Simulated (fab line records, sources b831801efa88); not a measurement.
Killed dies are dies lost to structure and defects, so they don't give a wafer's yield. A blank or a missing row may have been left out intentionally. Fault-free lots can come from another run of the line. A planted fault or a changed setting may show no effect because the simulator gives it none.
Which tool is to blame? -- flow gf180mcu -- 13 lots with 39 wafers sampled at 4 steps, on a route of 602 steps

== WHAT THE GAUGES SHOWED, per wafer ==
GF_TOP_METAL_OVL_MEAS_15. Usual: TOP_METAL_OVL gives -1.0 nm (standard deviation 1.4).
lot,measured,on,TOP_METAL_OVL (nm),flag
L807,day 28 23:40,overlay-02,-2.2 -0.6 -1.0,
L808,day 29 07:37,overlay-02,-2.3 -0.9 -1.7,
L809,day 29 08:21,overlay-01,-1.1 -2.3 -0.9,
L811,day 30 06:21,overlay-01,0.0 -0.6 -3.3,
L812,day 30 16:04,overlay-02,-0.9 0.4 -0.6,
L818,day 31 22:35,overlay-01,0.9 -1.8 -0.9,
L824,day 33 14:58,overlay-02,-2.3 -3.0 -1.9,
L825,day 33 17:44,overlay-01,-0.6 -1.0 -3.9,
L826,day 34 00:44,overlay-01,-2.5 -2.6 -3.0,
L827,day 34 05:51,overlay-01,-0.7 -0.2 -1.8,
L828,day 34 15:19,overlay-01,-1.5 -2.0 -0.3,
L829,day 34 17:41,overlay-02,0.5 1.4 -0.8,
L830,day 34 21:47,overlay-02,1.3 -1.3 0.6,

== WHICH TOOL RAN EACH LOT (tool, then ch and the chambers of the sampled wafers, then the start) ==
lot,GF_MIM_SPUTTER_00,GF_M5_METAL_ETCH_10,GF_TOP_METAL_SPUTTER_01
L807,"pvd_sputter-03, day 25 06:52","rie_metal-04 ch 1, day 27 03:24","pvd_sputter-04, day 28 03:46"
L808,"pvd_sputter-04, day 25 15:49","rie_metal-04 ch 0,1, day 27 11:29","pvd_sputter-02, day 28 11:37"
L809,"pvd_sputter-04, day 25 17:46","rie_metal-01 ch 0,1, day 27 13:17","pvd_sputter-04, day 28 12:39"
L811,"pvd_sputter-04, day 26 19:23","rie_metal-02 ch 0,1, day 28 13:02","pvd_sputter-02, day 29 11:35"
L812,"pvd_sputter-01, day 27 04:13","rie_metal-04 ch 0,1, day 28 22:17","pvd_sputter-03, day 29 20:34"
L818,"pvd_sputter-03, day 28 15:11","rie_metal-02 ch 0,1, day 30 06:52","pvd_sputter-03, day 31 04:41"
L824,"pvd_sputter-04, day 30 13:02","rie_metal-02 ch 0, day 32 02:35","pvd_sputter-03, day 32 22:28"
L825,"pvd_sputter-03, day 30 17:19","rie_metal-02 ch 0,1, day 32 06:19","pvd_sputter-03, day 33 02:13"
L826,"pvd_sputter-03, day 31 01:07","rie_metal-02 ch 0, day 32 13:41","pvd_sputter-04, day 33 08:56"
L827,"pvd_sputter-01, day 31 06:06","rie_metal-04 ch 0,1, day 32 18:20","pvd_sputter-03, day 33 13:34"
L828,"pvd_sputter-03, day 31 17:25","rie_metal-02 ch 0,1, day 33 04:14","pvd_sputter-02, day 33 23:46"
L829,"pvd_sputter-01, day 31 20:06","rie_metal-04 ch 0,1, day 33 07:01","pvd_sputter-04, day 34 02:04"
L830,"pvd_sputter-04, day 32 01:26","rie_metal-02 ch 0,1, day 33 11:46","pvd_sputter-04, day 34 06:26"
- GF_MIM_SPUTTER_00: material Ti, target thk 37.5 nm, time 150 s.
- GF_M5_METAL_ETCH_10: etches the open film in Cl2/BCl3, stops on SiO2, target depth 627.5 nm, time 104.6 s.
- GF_TOP_METAL_SPUTTER_01: material TiN, target thk 30 nm, time 25 s.

== AS READ BY THE TOOLS THEMSELVES (means over the sampled wafers that have a number; for cases with no such wafer, the mark the record gives instead) ==
GF_MIM_SPUTTER_00. Usual: 29.8 % for throttle_valve_pct, sd 1.
lot,tool,throttle_valve_pct (%),flag
L807,pvd_sputter-03,29.0,
L808,pvd_sputter-04,30.3,
L809,pvd_sputter-04,29.6,
L811,pvd_sputter-04,29.8,
L812,pvd_sputter-01,30.8,
L818,pvd_sputter-03,29.1,
L824,pvd_sputter-04,30.0,
L825,pvd_sputter-03,29.2,
L826,pvd_sputter-03,29.1,
L827,pvd_sputter-01,31.2,
L828,pvd_sputter-03,28.9,
L829,pvd_sputter-01,31.4,
L830,pvd_sputter-04,29.0,

GF_M5_METAL_ETCH_10. Usual: drypump_motor_current_A 5.78 A, standard deviation 0.15; he_backside_leak_sccm 3.35 sccm, standard deviation 0.21; oes_product_au 0.975 a.u., standard deviation 0.0076; throttle_valve_pct 28.245 %, standard deviation 0.012.
lot,tool,drypump_motor_current_A (A),he_backside_leak_sccm (sccm),oes_product_au (a.u.),throttle_valve_pct (%),flag
L807,rie_metal-04,5.69,3.31,0.969,28.245,
L808,rie_metal-04,5.75,3.21,0.971,28.256,
L809,rie_metal-01,5.45,3.21,0.979,28.248,
L811,rie_metal-02,5.85,3.19,0.967,28.251,
L812,rie_metal-04,5.83,3.24,0.980,28.228,
L818,rie_metal-02,5.84,3.38,0.975,28.240,
L824,rie_metal-02,5.82,3.24,0.976,28.246,
L825,rie_metal-02,5.85,3.48,0.971,28.247,
L826,rie_metal-02,5.79,3.31,0.980,28.235,
L827,rie_metal-04,5.83,3.33,0.989,28.235,
L828,rie_metal-02,5.83,3.43,0.970,28.254,
L829,rie_metal-04,5.82,3.27,0.980,28.243,
L830,rie_metal-02,5.87,3.57,0.979,28.246,

GF_TOP_METAL_SPUTTER_01. Usual: 29.6 % for throttle_valve_pct, sd 0.84.
lot,tool,throttle_valve_pct (%),flag
L807,pvd_sputter-04,29.9,
L808,pvd_sputter-02,30.0,
L809,pvd_sputter-04,30.0,
L811,pvd_sputter-02,30.2,
L812,pvd_sputter-03,28.7,
L818,pvd_sputter-03,29.0,
L824,pvd_sputter-03,29.2,
L825,pvd_sputter-03,28.8,
L826,pvd_sputter-04,29.5,
L827,pvd_sputter-03,29.0,
L828,pvd_sputter-02,30.5,
L829,pvd_sputter-04,30.0,
L830,pvd_sputter-04,29.7,

== THE ANSWER, worked out from the rows above alone ==
Rule: a lot is off if the mean of its wafers that have a number lies more than 3 standard deviations from the usual mean. A lot without any number at a reading at which 4 lots or more have one is off too. All remaining lots with rows at the step are treated as sound. First the gauges in route order, then the tools' own readings, where a lot's mean is used as printed above. At the first step where some lot is off, the reading lying furthest off is the one used; lots without a number count as furthest.
No lot is off at any reading shown: from this, nothing can be told.

== WHAT THE SIMULATOR PUT IN ==
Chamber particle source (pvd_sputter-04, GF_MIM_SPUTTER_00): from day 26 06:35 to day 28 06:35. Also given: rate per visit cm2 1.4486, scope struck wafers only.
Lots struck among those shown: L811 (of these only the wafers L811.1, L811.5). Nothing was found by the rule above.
